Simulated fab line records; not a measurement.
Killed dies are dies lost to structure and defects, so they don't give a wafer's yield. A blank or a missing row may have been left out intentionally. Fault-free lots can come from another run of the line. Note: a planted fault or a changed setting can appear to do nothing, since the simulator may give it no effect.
Struck lot and sound lot, side by side | flow gf180mcu | 22 steps out of a route of 602
Sound: the wafers L594.2, L594.3, L594.5. Wafers L601.2, L601.4, L601.6 were the ones struck. At the end, the cause is stated.
Per side, at each step with rows, come the tool, then ch with its chambers, and then its first start. Under that, the readings that differ: sound wafers | struck wafers | difference of the means | sigmas: that difference in standard deviations of wafers without a fault.
alike: readings with means less than 2 such deviations apart, plus words and numbers identical on both sides. not compared: withheld readings, readings lacking a value on some wafer, bounds such as >300 that could conceal the same value, and numbers that have no deviation in the record and whose values overlap.
A row with sigmas, a row that says differs or no value, or rows on one side alone: a step with any of these is where the two part. Numbers that don't overlap but have no deviation are shown without sigmas and don't part them. Lack of a reading on every wafer of one side parts them only where that side has two or more wafers.

GF_HV_LDD_CD_MEAS_31 targets a cd of 400 nm.
  sound on cdSem-02, day 12 23:19; struck on cdSem-01, day 14 16:55
  alike: cdNm
GF_HV_LDD_OVL_MEAS_32:
  sound on overlay-02, day 12 23:25; struck on overlay-01, day 14 17:01
  alike: HV_LDD_02_OVL
then, 4 steps without rows for these wafers: GF_HV_LDD_IMPLANT_33; GF_HV_LDD_IMPLANT_34; GF_HV_LDD_IMPLANT_35; GF_HV_LDD_IMPLANT_36.
GF_HV_LDD_STRIP_37: strips in O2/N2.
  sound on plasmaAsher-04 ch 0, day 13 00:03; struck on plasmaAsher-01 ch 0,1, day 14 17:38
reading          | sound       | struck      | difference | sigmas
heaterPowerW (W) | 403 408 393 | 315 305 291 | -98        | -3
  alike: drypumpMotorCurrentA, n2FlowSccm, oesProductAu, stripTimeToEndpointS
  not compared: rfHoursCounterH
GF_HV_LDD_TW_MEAS_38:
  sound on filmMetro-02, day 13 00:10; struck on filmMetro-02, day 14 17:45
  alike: HV_LDD_3_TW
then, 4 steps without rows for these wafers: GF_HV_LDD_DEHYDRATE_39 (time 60 s); GF_HV_LDD_HMDS_40 (prime time 60 s); GF_HV_LDD_COAT_41 (resist thk 1000 nm); GF_HV_LDD_SOFTBAKE_42 (time 60 s).
GF_HV_LDD_EXPOSE_43: exposes mask Pplus HV AREA, target cd 400 nm.
  sound on ilineStepper-01 ch 0, day 13 09:55; struck on ilineStepper-01 ch 0, day 15 04:27
reading | sound                                           | struck                                          | difference | sigmas
mask    | Pplus_HV_AREA#0 Pplus_HV_AREA#0 Pplus_HV_AREA#0 | Pplus_LV_AREA#0 Pplus_LV_AREA#0 Pplus_LV_AREA#0 | differs    | 
then, 2 steps without rows for these wafers: GF_HV_LDD_PEB_44; GF_HV_LDD_DEVELOP_45 (develop time 60 s).
GF_HV_LDD_CD_MEAS_46 targets a cd of 400 nm.
  sound on cdSem-02, day 13 18:58; struck on cdSem-02, day 15 15:22
reading   | sound             | struck | difference                    | sigmas
cdNm (nm) | 398.8 399.3 399.3 | - - -  | no value on the struck wafers | 
GF_HV_LDD_OVL_MEAS_47:
  sound on overlay-01, day 13 19:04; struck on overlay-02, day 15 15:28
reading            | sound        | struck | difference                    | sigmas
HV_LDD_03_OVL (nm) | 0.6 -1.7 0.4 | - - -  | no value on the struck wafers | 
then, 1 step without rows for these wafers: GF_HV_LDD_IMPLANT_48.
GF_HV_LDD_STRIP_49: strips in O2/N2.
  sound on plasmaAsher-02 ch 0,1, day 13 19:15; struck on plasmaAsher-01 ch 0,1, day 15 15:39
  alike: drypumpMotorCurrentA, heaterPowerW, n2FlowSccm, oesProductAu, stripTimeToEndpointS
  not compared: rfHoursCounterH
GF_HV_LDD_TW_MEAS_50:
  sound on filmMetro-03, day 13 19:22; struck on filmMetro-03, day 15 15:46
reading     | sound       | struck   | difference | sigmas
HV_LDD_4_TW | 564 563 566 | 30 30 30 | -534       | -99 or more
then, 1 step without rows for these wafers: GF_HV_LDD_CLEAN_51 (cleans in SC1/SC2, time 150 s).
-- the record jumps here: 16 days lie between the struck wafers' starts before and after (it left off in module HV_LDD and takes up again in module PASSIVATION, whose first step shown is number 602 of the route) --
GF_PASSIVATION_PROBE_99:
  rows exist in the record for the struck wafers here (prober-02, day 32 01:11), but not for the sound ones

WHERE THEY PART
Earliest at GF_HV_LDD_STRIP_37; latest, in this record, at GF_PASSIVATION_PROBE_99.

WHY: whatever the simulator had introduced
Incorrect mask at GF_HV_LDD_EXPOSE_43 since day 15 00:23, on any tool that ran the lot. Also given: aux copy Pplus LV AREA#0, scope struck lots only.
